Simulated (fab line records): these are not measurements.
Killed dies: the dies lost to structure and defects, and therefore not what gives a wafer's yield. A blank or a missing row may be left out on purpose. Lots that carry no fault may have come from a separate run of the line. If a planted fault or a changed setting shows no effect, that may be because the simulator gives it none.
Matching of chambers	flow sky130	SKY_SONOS_ONO_ETCH_15 on rie_diel-03: 4 sister chambers
The step etches the open film in CHF3/O2, target depth 19.52 nm, time 7.8 s. 4 wafers are shown with their chamber, then 7 later ones without.

EACH WAFER AND ITS CHAMBER
wafer	chamber	drypump_motor_current_A (A)
L637.3	3	6.4
L639.1	1	6.0
L645.1	0	5.2
L645.2	2	5.8

WAFERS WITHOUT THEIR CHAMBER
wafer	drypump_motor_current_A (A)
L645.6	5.3
L647.3	5.9
L647.4	6.0
L647.6	5.3
L651.1	5.2
L651.4	6.4
L651.6	5.8

THE CHAMBER EACH PASSED THROUGH
wafer	from the rows above	in truth
L645.6	0	0
L647.3	can't be placed: 1 or 2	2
L647.4	1	1
L647.6	0	0
L651.1	0	0
L651.4	3	3
L651.6	2	2
Placed correctly: 6 of 7. Can't be placed from these rows: 1 (the true chamber is among the candidates in 1). Number placed wrongly: 0.
How it was worked out, from the rows above alone: a wafer's distance from a chamber is the root of the sum, over the readings, of the square of ((its reading less the chamber's mean) divided by the reading's scatter). If the next closest chamber is less than 2 further off than the closest, the wafer can't be placed; otherwise it belongs to the closest. For every chamber, the mean is computed from those of its wafers that are shown. The scatter: with one shown wafer a chamber, the root of the mean of the squares of how far each hidden wafer lies from its nearest shown one.
